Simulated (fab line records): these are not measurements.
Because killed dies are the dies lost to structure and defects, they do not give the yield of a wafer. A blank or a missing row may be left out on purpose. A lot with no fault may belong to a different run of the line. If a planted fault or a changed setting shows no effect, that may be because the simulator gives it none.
One fault seen from 2 desks || flow gf180mcu || each desk holds nothing but its own numbers, with what lay behind them at the end

== FROM THE METROLOGY DESK ==
What the gauges read, lot by lot, whatever tool the lot ran on: means of the sampled wafers that have a number. If a lot's mean is further than 4 standard deviations from the usual mean, the lot is out of limits and carries the mark OUT (the distance appears in the brackets).
Columns: A = V4_CVD_02_THK at GF_V4_THK_MEAS_03, usual 848 nm; B = cd-nm at GF_V4_CD_MEAS_14, usual 260.0 nm
{"lot": "L104", "first seen here": "day 23 18:43", "A": 843, "B": 262.1}
{"lot": "L105", "first seen here": "day 24 03:24", "A": 861, "B": 261.0}
{"lot": "L106", "first seen here": "day 24 15:38", "A": 836, "B": 258.8}
{"lot": "L107", "first seen here": "day 24 21:56", "A": 854, "B": 260.1}
{"lot": "L108", "first seen here": "day 25 06:55", "A": 844, "B": 260.3}
{"lot": "L111", "first seen here": "day 26 05:34", "A": 847, "B": "237.3 (-17) OUT"}
{"lot": "L112", "first seen here": "day 26 18:24", "A": 861, "B": "247.3 (-9.7) OUT"}
{"lot": "L113", "first seen here": "day 26 21:32", "A": 843, "B": "246.1 (-11) OUT"}
{"lot": "L116", "first seen here": "day 27 20:01", "A": 837, "B": 259.1}
{"lot": "L117", "first seen here": "day 28 00:58", "A": 857, "B": 259.5}
{"lot": "L124", "first seen here": "day 30 02:18", "A": 849, "B": 260.9}
{"lot": "L125", "first seen here": "day 30 05:02", "A": 849, "B": 259.3}
{"lot": "L126", "first seen here": "day 30 19:04", "A": 851, "B": 259.0}
This desk finds L111, L112, L113 out of limits, L111 being first, at day 27 02:50 (cd-nm at GF_V4_CD_MEAS_14). Within limits: L104, L105, L106, L107, L108, L116, L117, L124, L125, L126.

== DESK OF THE TOOL OWNER: krf-scanner-01 ==
The tool's own readings at GF_V4_EXPOSE_11 (exposes mask Via4, target cd 260 nm): means of the sampled wafers that have a number, for each lot that ran on this tool. If a lot's mean is further than 4 standard deviations from the usual mean, the lot is out of limits and carries the mark OUT (the distance appears in the brackets).
Columns: A = exposure-dose-mJ-cm2 at GF_V4_EXPOSE_11, usual 38.00
{"lot": "L107", "first seen here": "day 25 10:07", "A": 37.96}
{"lot": "L108", "first seen here": "day 25 17:31", "A": 37.96}
{"lot": "L111", "first seen here": "day 26 16:44", "A": "33.24 (-99 or more) OUT"}
{"lot": "L112", "first seen here": "day 27 05:27", "A": "34.92 (-79) OUT"}
{"lot": "L113", "first seen here": "day 27 08:45", "A": "34.91 (-79) OUT"}
This desk finds L111, L112, L113 out of limits, L111 being first, at day 26 16:44 (exposure-dose-mJ-cm2 at GF_V4_EXPOSE_11). Within limits: L107, L108.

== TAKEN TOGETHER ==
The tool owner's desk had the chance to raise an alarm at day 26 16:44 on L111, L112, L113.
On L111, L112, L113, the metrology desk was in a position to raise an alarm at day 27 02:50.
On krf-scanner-01, each named lot ran GF_V4_EXPOSE_11.

== WHAT WAS PUT IN BY THE SIMULATOR ==
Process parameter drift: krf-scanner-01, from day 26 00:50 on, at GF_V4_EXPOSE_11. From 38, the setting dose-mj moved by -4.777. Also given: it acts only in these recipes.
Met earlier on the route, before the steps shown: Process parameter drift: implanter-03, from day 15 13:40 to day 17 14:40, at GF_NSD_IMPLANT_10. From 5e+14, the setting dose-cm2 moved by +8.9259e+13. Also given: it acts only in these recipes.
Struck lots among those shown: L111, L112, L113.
Time in hours from fault onset to the first out-of-limits reading at each desk: tool owner's desk 16, metrology desk 26.
